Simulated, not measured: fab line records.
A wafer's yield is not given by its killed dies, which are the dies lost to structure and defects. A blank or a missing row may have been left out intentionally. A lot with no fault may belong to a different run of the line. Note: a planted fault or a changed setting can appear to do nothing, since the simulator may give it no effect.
fab line records :: flow sky130
record
  lots=6
  wafers=18
  last-day=49
route steps=708 shown METAL4@637 VIA4@639
lots untouched by any fault: they come from a run of this same line in which no faults occurred
start-h: hours from the record's first day to the start of the lot's first wafer shown :: wait-h: time in hours since the lot's previous step :: " as in the row above :: L1.1+2: a row that stands for several wafers :: - no value present, or no start provided :: * or withheld: withheld :: < > ~ a bound
route shown NAME@n: NAME is a module with steps in the file, n the number in the route of the first one :: usual: the fault-free wafers' mean and standard deviation :: same: alike in all rows :: chamber/n: place in a boat :: sites: the reading at each site :: _std_site: the values' standard deviation :: _edge_site: mean of outer sites minus mean of inner sites :: radius-mm: for every site, how far away it sits from the centre of the wafer :: mask NAME#n: copy n :: behind: the most recent tool/chamber to have shaped the wafer :: hold: what put the lot on hold/how long, in hours/how the hold closed :: device: which transistor (n, p or np) failed to switch :: end of line: the tests these same wafers got at the end of their route :: step lacking rows: just its recipe :: killed: dies lost to structure and defects at the first sort, not the wafer's yield :: map: a wafer's dies, marking killed ones x, the rest . and places with no die _
set.NAME: the setting as run; set.NAME@STEP: as run at that earlier step :: model.NAME: the simulator's own value behind a step, which no gauge read
lots at selected steps of the route; one table per step, one row per wafer
services: from which hour (start-h, from the record's first day; less than 0 if before it) a tool's chamber was out of use, for how many hours, and why
## steps
# step SKY_METAL4_CLEAN_21
# recipe
  chemistry=IPA
  time-s=180
  temp-c=25
# step SKY_METAL4_CLEAN_22
# recipe
  chemistry=O3/DIW
  dry=n2-spin
# step SKY_VIA4_HDPCVD_00
# recipe
  material=SiO2
  target-thk-nm=1750
  sigma-open-frac=0.3
  time-s=291.7
  temp-c=400
  sih4-flow-sccm=60
  pressure-mtorr=6
# step SKY_VIA4_THK_MEAS_01
# recipe
  reads=SiO2_of_VIA4_HDPCVD_00
# usual
  VIA4_HDPCVD_THK=1742/19
lot.wafer: L119.3
tool: film-metro-02
chamber: -
start-h: 965.86
wait-h: 0.1
VIA4_HDPCVD_THK[nm]: 1736

lot.wafer: L119.5
tool: film-metro-02
chamber: -
start-h: 965.86
wait-h: 0.1
VIA4_HDPCVD_THK[nm]: 1733

lot.wafer: L119.6
tool: film-metro-02
chamber: -
start-h: 965.86
wait-h: 0.1
VIA4_HDPCVD_THK[nm]: 1732

lot.wafer: L126.1
tool: film-metro-03
chamber: -
start-h: 1023.47
wait-h: 0.1
VIA4_HDPCVD_THK[nm]: 1721

lot.wafer: L126.2
tool: film-metro-03
chamber: -
start-h: 1023.47
wait-h: 0.1
VIA4_HDPCVD_THK[nm]: 1750

lot.wafer: L126.6
tool: film-metro-03
chamber: -
start-h: 1023.47
wait-h: 0.1
VIA4_HDPCVD_THK[nm]: 1751

lot.wafer: L127.2
tool: film-metro-03
chamber: -
start-h: 1032.52
wait-h: 0.1
VIA4_HDPCVD_THK[nm]: 1719

lot.wafer: L127.4
tool: film-metro-03
chamber: -
start-h: 1032.52
wait-h: 0.1
VIA4_HDPCVD_THK[nm]: 1724

lot.wafer: L127.6
tool: film-metro-03
chamber: -
start-h: 1032.52
wait-h: 0.1
VIA4_HDPCVD_THK[nm]: 1739

lot.wafer: L137.2
tool: film-metro-01
chamber: -
start-h: 1098.87
wait-h: 0.1
VIA4_HDPCVD_THK[nm]: 1730

lot.wafer: L137.4
tool: film-metro-01
chamber: -
start-h: 1098.87
wait-h: 0.1
VIA4_HDPCVD_THK[nm]: 1736

lot.wafer: L137.6
tool: film-metro-01
chamber: -
start-h: 1098.87
wait-h: 0.1
VIA4_HDPCVD_THK[nm]: 1707

lot.wafer: L138.1
tool: film-metro-02
chamber: -
start-h: 1101.61
wait-h: 0.1
VIA4_HDPCVD_THK[nm]: 1735

lot.wafer: L138.2
tool: film-metro-02
chamber: -
start-h: 1101.61
wait-h: 0.1
VIA4_HDPCVD_THK[nm]: 1752

lot.wafer: L138.6
tool: film-metro-02
chamber: -
start-h: 1101.61
wait-h: 0.1
VIA4_HDPCVD_THK[nm]: 1731

lot.wafer: L139.3
tool: film-metro-01
chamber: -
start-h: 1105.54
wait-h: 0.1
VIA4_HDPCVD_THK[nm]: 1735

lot.wafer: L139.4
tool: film-metro-01
chamber: -
start-h: 1105.54
wait-h: 0.1
VIA4_HDPCVD_THK[nm]: 1722

lot.wafer: L139.6
tool: film-metro-01
chamber: -
start-h: 1105.54
wait-h: 0.1
VIA4_HDPCVD_THK[nm]: 1745
# step SKY_VIA4_CMP_02
# recipe
  material=SiO2
  down-force-psi=4
  platen-rpm=60
  pad-velocity-m-s=0.94248
# usual
  motor-current-A=12.4/1.2
  platen-rpm=60.00/0.039
lot.wafer: L119.3
tool: cmp-02
chamber: 1
start-h: 965.90
wait-h: 0.0
motor-current-A: 11.3
platen-rpm: 59.93

lot.wafer: L119.6
tool: cmp-02
chamber: 1
start-h: 965.90
wait-h: 0.0
motor-current-A: 10.3
platen-rpm: 59.93

lot.wafer: L119.5
tool: cmp-02
chamber: 2
start-h: 965.90
wait-h: 0.0
motor-current-A: 13.7
platen-rpm: 60.03

lot.wafer: L126.1
tool: cmp-01
chamber: 3
start-h: 1023.63
wait-h: 0.1
motor-current-A: 12.5
platen-rpm: 59.99

lot.wafer: L126.2
tool: cmp-01
chamber: 0
start-h: 1023.63
wait-h: 0.1
motor-current-A: 11.8
platen-rpm: 59.91

lot.wafer: L126.6
tool: cmp-01
chamber: 1
start-h: 1023.63
wait-h: 0.1
motor-current-A: 12.9
platen-rpm: 59.96

lot.wafer: L127.2
tool: cmp-01
chamber: 2
start-h: 1032.57
wait-h: 0.0
motor-current-A: 13.8
platen-rpm: 59.97

lot.wafer: L127.4
tool: cmp-01
chamber: 3
start-h: 1032.57
wait-h: 0.0
motor-current-A: 12.1
platen-rpm: 60.00

lot.wafer: L127.6
tool: cmp-01
chamber: 2
start-h: 1032.57
wait-h: 0.0
motor-current-A: 13.7
platen-rpm: 59.98

lot.wafer: L137.4
tool: cmp-02
chamber: 1
start-h: 1098.92
wait-h: 0.0
motor-current-A: 11.3
platen-rpm: 59.97

lot.wafer: L137.2
tool: cmp-02
chamber: 0
start-h: 1098.92
wait-h: 0.0
motor-current-A: 13.9
platen-rpm: 60.03

lot.wafer: L137.6
tool: cmp-02
chamber: 2
start-h: 1098.92
wait-h: 0.0
motor-current-A: 12.7
platen-rpm: 59.97

lot.wafer: L138.1
tool: cmp-01
chamber: 2
start-h: 1105.67
wait-h: 4.1
motor-current-A: 13.2
platen-rpm: 59.97

lot.wafer: L138.2
tool: cmp-01
chamber: 1
start-h: 1105.67
wait-h: 4.1
motor-current-A: 12.6
platen-rpm: 60.06

lot.wafer: L138.6
tool: cmp-01
chamber: 3
start-h: 1105.67
wait-h: 4.1
motor-current-A: 11.8
platen-rpm: 59.99

lot.wafer: L139.4
tool: cmp-01
chamber: 1
start-h: 1110.47
wait-h: 4.9
motor-current-A: 12.5
platen-rpm: 60.01

lot.wafer: L139.3
tool: cmp-01
chamber: 3
start-h: 1110.47
wait-h: 4.9
motor-current-A: 11.9
platen-rpm: 60.03

lot.wafer: L139.6
tool: cmp-01
chamber: 1
start-h: 1110.47
wait-h: 4.9
motor-current-A: 11.9
platen-rpm: 59.97
# step SKY_VIA4_BOW_MEAS_03
# recipe
  mode=bow
# usual
  VIA4_BOW=78/7.6
lot.wafer: L119.3
tool: film-metro-01
chamber: -
start-h: 966.24
wait-h: 0.3
VIA4_BOW[um]: 78

lot.wafer: L119.5
tool: film-metro-01
chamber: -
start-h: 966.24
wait-h: 0.3
VIA4_BOW[um]: 78

lot.wafer: L119.6
tool: film-metro-01
chamber: -
start-h: 966.24
wait-h: 0.3
VIA4_BOW[um]: 77

lot.wafer: L126.1
tool: film-metro-02
chamber: -
start-h: 1023.83
wait-h: 0.1
VIA4_BOW[um]: 86

lot.wafer: L126.2
tool: film-metro-02
chamber: -
start-h: 1023.83
wait-h: 0.1
VIA4_BOW[um]: 77

lot.wafer: L126.6
tool: film-metro-02
chamber: -
start-h: 1023.83
wait-h: 0.1
VIA4_BOW[um]: 77

lot.wafer: L127.2
tool: film-metro-02
chamber: -
start-h: 1032.89
wait-h: 0.3
VIA4_BOW[um]: 76

lot.wafer: L127.4
tool: film-metro-02
chamber: -
start-h: 1032.89
wait-h: 0.3
VIA4_BOW[um]: 81

lot.wafer: L127.6
tool: film-metro-02
chamber: -
start-h: 1032.89
wait-h: 0.3
VIA4_BOW[um]: 79

lot.wafer: L137.2
tool: film-metro-02
chamber: -
start-h: 1099.24
wait-h: 0.1
VIA4_BOW[um]: 67

lot.wafer: L137.4
tool: film-metro-02
chamber: -
start-h: 1099.24
wait-h: 0.1
VIA4_BOW[um]: 75

lot.wafer: L137.6
tool: film-metro-02
chamber: -
start-h: 1099.24
wait-h: 0.1
VIA4_BOW[um]: 80

lot.wafer: L138.1
tool: film-metro-03
chamber: -
start-h: 1105.97
wait-h: 0.2
VIA4_BOW[um]: 86

lot.wafer: L138.2
tool: film-metro-03
chamber: -
start-h: 1105.97
wait-h: 0.2
VIA4_BOW[um]: 83

lot.wafer: L138.6
tool: film-metro-03
chamber: -
start-h: 1105.97
wait-h: 0.2
VIA4_BOW[um]: 92

lot.wafer: L139.3
tool: film-metro-03
chamber: -
start-h: 1110.81
wait-h: 0.2
VIA4_BOW[um]: 77

lot.wafer: L139.4
tool: film-metro-03
chamber: -
start-h: 1110.81
wait-h: 0.2
VIA4_BOW[um]: 77

lot.wafer: L139.6
tool: film-metro-03
chamber: -
start-h: 1110.81
wait-h: 0.2
VIA4_BOW[um]: 80
# step SKY_VIA4_DEHYDRATE_04
# recipe
  temp-c=200
  time-s=60
# step SKY_VIA4_HMDS_05
# recipe
  prime-time-s=60
  prime-temp-c=120
# step SKY_VIA4_COAT_06
# recipe
  resist=NOVOLAK
  spin-rpm=3000
  resist-thk-nm=1140
# step SKY_VIA4_SOFTBAKE_07
# recipe
  temp-c=90
  time-s=60
  resist=NOVOLAK
# step SKY_VIA4_EXPOSE_08
# recipe
  mask-id=VIM4
  na=0.6
  source-shape=conventional
  sigma-outer=0.6
  polarization=unpolarized
  target-cd-nm=800
  dose-mj=132
# step SKY_VIA4_PEB_09
# recipe
  temp-c=withheld
  time-s=*
  resist=NOVOLAK
# step SKY_VIA4_DEVELOP_10
# recipe
  resist=NOVOLAK
  developer=TMAH
  develop-time-s=60
  dev-temp-c=23
# usual
  chill-plate-temp-C=22.97/0.12
  develop-time-s=60/0
lot.wafer: L119.3
tool: litho-track-03
chamber: 0
start-h: 989.39
wait-h: 0.1
chill-plate-temp-C: 22.85
develop-time-s: 60

lot.wafer: L119.5
tool: litho-track-03
chamber: 0
start-h: 989.39
wait-h: 0.1
chill-plate-temp-C: 22.83
develop-time-s: 60

lot.wafer: L119.6
tool: litho-track-03
chamber: 0
start-h: 989.39
wait-h: 0.1
chill-plate-temp-C: 22.98
develop-time-s: 60

lot.wafer: L126.1
tool: litho-track-02
chamber: 0
start-h: 1046.03
wait-h: 0.1
chill-plate-temp-C: 23.14
develop-time-s: 60

lot.wafer: L126.2
tool: litho-track-02
chamber: 0
start-h: 1046.03
wait-h: 0.1
chill-plate-temp-C: 23.04
develop-time-s: 60

lot.wafer: L126.6
tool: litho-track-02
chamber: 0
start-h: 1046.03
wait-h: 0.1
chill-plate-temp-C: 22.95
develop-time-s: 60

lot.wafer: L127.2
tool: litho-track-03
chamber: 0
start-h: 1054.37
wait-h: 0.1
chill-plate-temp-C: 23.09
develop-time-s: 60

lot.wafer: L127.4
tool: litho-track-03
chamber: 0
start-h: 1054.37
wait-h: 0.1
chill-plate-temp-C: 22.94
develop-time-s: 60

lot.wafer: L127.6
tool: litho-track-03
chamber: 0
start-h: 1054.37
wait-h: 0.1
chill-plate-temp-C: 22.78
develop-time-s: 60

lot.wafer: L137.2
tool: litho-track-03
chamber: -
start-h: 1115.42
wait-h: 0.1
chill-plate-temp-C: -
develop-time-s: -

lot.wafer: L137.4
tool: litho-track-03
chamber: -
start-h: 1115.42
wait-h: 0.1
chill-plate-temp-C: -
develop-time-s: -

lot.wafer: L137.6
tool: litho-track-03
chamber: -
start-h: 1115.42
wait-h: 0.1
chill-plate-temp-C: -
develop-time-s: -

lot.wafer: L138.1
tool: litho-track-02
chamber: -
start-h: 1120.48
wait-h: 0.1
chill-plate-temp-C: -
develop-time-s: -

lot.wafer: L138.2
tool: litho-track-02
chamber: -
start-h: 1120.48
wait-h: 0.1
chill-plate-temp-C: -
develop-time-s: -

lot.wafer: L138.6
tool: litho-track-02
chamber: -
start-h: 1120.48
wait-h: 0.1
chill-plate-temp-C: -
develop-time-s: -

lot.wafer: L139.3
tool: litho-track-02
chamber: 0
start-h: 1125.33
wait-h: 0.1
chill-plate-temp-C: 22.93
develop-time-s: 60

lot.wafer: L139.4
tool: litho-track-02
chamber: 0
start-h: 1125.33
wait-h: 0.1
chill-plate-temp-C: 23.03
develop-time-s: 60

lot.wafer: L139.6
tool: litho-track-02
chamber: 0
start-h: 1125.33
wait-h: 0.1
chill-plate-temp-C: 23.09
develop-time-s: 60
# step SKY_VIA4_OVL_MEAS_11
# usual
  VIA4_OVL=-0.2/1.3
lot.wafer: L119.3
tool: overlay-01
chamber: -
start-h: 989.50
wait-h: 0.1
VIA4_OVL[nm]: -0.7

lot.wafer: L119.5
tool: overlay-01
chamber: -
start-h: 989.50
wait-h: 0.1
VIA4_OVL[nm]: -0.5

lot.wafer: L119.6
tool: overlay-01
chamber: -
start-h: 989.50
wait-h: 0.1
VIA4_OVL[nm]: 1.0

lot.wafer: L126.1
tool: overlay-01
chamber: -
start-h: 1046.18
wait-h: 0.1
VIA4_OVL[nm]: 2.9

lot.wafer: L126.2
tool: overlay-01
chamber: -
start-h: 1046.18
wait-h: 0.1
VIA4_OVL[nm]: -0.2

lot.wafer: L126.6
tool: overlay-01
chamber: -
start-h: 1046.18
wait-h: 0.1
VIA4_OVL[nm]: 0.8

lot.wafer: L127.2
tool: overlay-01
chamber: -
start-h: 1054.50
wait-h: 0.1
VIA4_OVL[nm]: -0.8

lot.wafer: L127.4
tool: overlay-01
chamber: -
start-h: 1054.50
wait-h: 0.1
VIA4_OVL[nm]: -0.7

lot.wafer: L127.6
tool: overlay-01
chamber: -
start-h: 1054.50
wait-h: 0.1
VIA4_OVL[nm]: -0.5

lot.wafer: L137.2
tool: overlay-02
chamber: -
start-h: 1115.55
wait-h: 0.1
VIA4_OVL[nm]: -

lot.wafer: L137.4
tool: overlay-02
chamber: -
start-h: 1115.55
wait-h: 0.1
VIA4_OVL[nm]: -

lot.wafer: L137.6
tool: overlay-02
chamber: -
start-h: 1115.55
wait-h: 0.1
VIA4_OVL[nm]: -

lot.wafer: L138.1
tool: overlay-02
chamber: -
start-h: 1120.63
wait-h: 0.1
VIA4_OVL[nm]: -

lot.wafer: L138.2
tool: overlay-02
chamber: -
start-h: 1120.63
wait-h: 0.1
VIA4_OVL[nm]: -

lot.wafer: L138.6
tool: overlay-02
chamber: -
start-h: 1120.63
wait-h: 0.1
VIA4_OVL[nm]: -

lot.wafer: L139.3
tool: overlay-02
chamber: -
start-h: 1125.45
wait-h: 0.1
VIA4_OVL[nm]: 1.9

lot.wafer: L139.4
tool: overlay-02
chamber: -
start-h: 1125.45
wait-h: 0.1
VIA4_OVL[nm]: -0.4

lot.wafer: L139.6
tool: overlay-02
chamber: -
start-h: 1125.45
wait-h: 0.1
VIA4_OVL[nm]: 0.3
## services
tool: cmp-01
chamber: -
start-h: 1019.40
hours: 3.8
kind: repair

tool: cmp-01
chamber: -
start-h: 1046.16
hours: 0.7
kind: repair

tool: cmp-01
chamber: -
start-h: 1052.91
hours: 1.1
kind: repair

tool: cmp-02
chamber: -
start-h: 1055.28
hours: 4.3
kind: pm

tool: cmp-02
chamber: -
start-h: 1075.10
hours: 9.9
kind: repair

tool: cmp-01
chamber: -
start-h: 1084.01
hours: 4.0
kind: pm

tool: cmp-01
chamber: -
start-h: 1088.01
hours: -
kind: consumable-replace:conditioner

tool: cmp-01
chamber: -
start-h: 1088.01
hours: -
kind: consumable-replace:pad

tool: cmp-01
chamber: -
start-h: 1088.01
hours: 4.1
kind: pm

tool: cmp-01
chamber: -
start-h: 1100.47
hours: 0.2
kind: repair

tool: cmp-02
chamber: -
start-h: 1101.04
hours: 17.8
kind: pm

tool: cmp-01
chamber: -
start-h: 1101.44
hours: 3.9
kind: repair

tool: cmp-01
chamber: -
start-h: 1115.00
hours: 0.4
kind: repair

tool: cmp-01
chamber: -
start-h: 1118.98
hours: 7.1
kind: pm
## key
first-sign
  step=SKY_VIA4_DEVELOP_10
  reading=tool-record
  direction=missing
effect none on later readings
met-at SKY_VIA4_DEVELOP_10
struck-wafers L137.2,L137.4,L137.6,L138.1,L138.2,L138.6
later-rows-left-out L137.2,L137.4,L137.6,L138.1,L138.2,L138.6
sort-left-out L137.2,L137.4,L137.6,L138.1,L138.2,L138.6
onset-between 1054.37 1115.42
fault
  kind=skipped-step-whole
  tool=litho-track-02,litho-track-03
  chamber=-
  onset-h=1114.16
  steps=SKY_VIA4_DEVELOP_10
  scope=struck-lots-only
# sort-left-out: the simulated sort isn't trusted on such a fault, so these wafers' sort isn't shown, and their yield isn't known
# later-rows-left-out: the simulator's readings of these wafers behind a module that went badly wrong aren't trusted and aren't shown, but for the sort
